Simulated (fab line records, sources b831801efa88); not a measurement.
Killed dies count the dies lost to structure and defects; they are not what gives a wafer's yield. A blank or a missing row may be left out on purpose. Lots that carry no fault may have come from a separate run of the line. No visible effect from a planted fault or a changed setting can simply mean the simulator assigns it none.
Which tool did it?	flow gf180mcu	33 wafers from 11 lots sampled at 5 of the route's 602 steps

== WHAT THE GAUGES SHOWED, per wafer ==
GF_V5_THK_MEAS_01.
lot	measured	on	V5_CVD_00_THK (nm)
L765	day 26 15:11	film_metro-02	293 294 296
L766	day 27 01:43	film_metro-04	301 298 296
L767	day 27 16:58	film_metro-02	304 295 291
L768	day 28 04:38	film_metro-01	294 303 302
L769	day 28 07:26	film_metro-04	302 302 303
L770	day 28 10:03	film_metro-04	300 302 294
L772	day 29 08:43	film_metro-02	300 298 309
L773	day 29 14:41	film_metro-01	240 251 244
L777	day 30 15:58	film_metro-02	232 240 232
L787	day 33 10:53	film_metro-04	299 304 300
L788	day 33 14:40	film_metro-02	304 294 300

== WHAT TOOL EACH LOT RAN ON (gives the tool, then ch and the chambers of the sampled wafers, and finally the start) ==
lot	GF_MIM_SPUTTER_03	GF_MIM_METAL_ETCH_19	GF_M5_STRIP_11	GF_V5_CVD_00
L765	pvd_sputter-01, day 24 17:27	rie_metal-02 ch 0,1, day 25 15:28	plasma_asher-02 ch 0,1, day 26 14:37	hdpcvd-02 ch 0,1, day 26 15:07
L766	pvd_sputter-01, day 25 05:04	rie_metal-02 ch 0,1, day 26 03:26	plasma_asher-02 ch 0,1, day 27 01:08	hdpcvd-01 ch 0,1, day 27 01:40
L767	pvd_sputter-01, day 25 20:10	rie_metal-04 ch 0,1, day 26 17:29	plasma_asher-01 ch 0,1, day 27 15:59	hdpcvd-01 ch 0,1,2, day 27 16:55
L768	pvd_sputter-02, day 26 08:31	rie_metal-01 ch 0,1, day 27 06:39	plasma_asher-04 ch 0,1, day 28 04:03	hdpcvd-01 ch 1,2, day 28 04:35
L769	pvd_sputter-01, day 26 11:10	rie_metal-04 ch 0,1, day 27 08:49	plasma_asher-01 ch 0,1, day 28 06:49	hdpcvd-01 ch 0,2, day 28 07:19
L770	pvd_sputter-01, day 26 14:22	rie_metal-02 ch 0,1, day 27 11:28	plasma_asher-02 ch 0,1, day 28 09:28	hdpcvd-02 ch 0,1,2, day 28 10:00
L772	pvd_sputter-02, day 27 13:03	rie_metal-02 ch 0,1, day 28 10:39	plasma_asher-01 ch 0,1, day 29 08:08	hdpcvd-01 ch 0,1,2, day 29 08:40
L773	pvd_sputter-01, day 27 20:20	rie_metal-04 ch 0,1, day 28 17:26	plasma_asher-01 ch 0, day 29 14:06	hdpcvd-01 ch 1,2, day 29 14:38
L777	pvd_sputter-01, day 29 00:35	rie_metal-04 ch 0,1, day 29 20:14	plasma_asher-01 ch 0,1, day 30 15:21	hdpcvd-01 ch 1,2, day 30 15:55
L787	pvd_sputter-01, day 31 23:17	rie_metal-04 ch 0,1, day 32 16:38	plasma_asher-01 ch 0,1, day 33 10:08	hdpcvd-02 ch 1,2, day 33 10:50
L788	pvd_sputter-01, day 32 04:20	rie_metal-04 ch 1, day 32 21:17	plasma_asher-02 ch 0,1, day 33 14:03	hdpcvd-01 ch 1,2, day 33 14:37
- GF_MIM_SPUTTER_03: material Ti, target thk 10 nm, time 6.7 s.
- GF_MIM_METAL_ETCH_19: etches the open film in Cl2/BCl3, stops on Si3N4, target depth 324.5 nm, time 54.1 s.
- GF_M5_STRIP_11: strips in O2/N2.
- GF_V5_CVD_00: deposits SiO2, target thk 300 nm, time 50 s.

== THE ANSWER, worked out from the rows above alone ==
Rule: the lots themselves supply what counts as usual. Put in order of their means at a reading, lots are off if they are a third of the lots or fewer, leave a main group of 4 or more, and stand apart from it by a gap of 3 or more times the standard deviation of the main group's means; of several such gaps the widest counts. Not used: any main group whose means are identical at the precision the tables above print for the reading. A lot without any number at a reading at which 4 lots or more have one is off too. All remaining lots with rows at the step are treated as sound.
Off: L773, L777, seen at GF_V5_THK_MEAS_01 (V5_CVD_00_THK). The main group: mean 299 nm, standard deviation 2.5.
If a tool, at a process step before that reading, ran all the lots that are off and no sound lot after the first of them, it fits. Gauges at GF_V5_THK_MEAS_01: tried the same way as those tools. Not one of the candidates tried fits.

== WHAT WAS PUT IN BY THE SIMULATOR ==
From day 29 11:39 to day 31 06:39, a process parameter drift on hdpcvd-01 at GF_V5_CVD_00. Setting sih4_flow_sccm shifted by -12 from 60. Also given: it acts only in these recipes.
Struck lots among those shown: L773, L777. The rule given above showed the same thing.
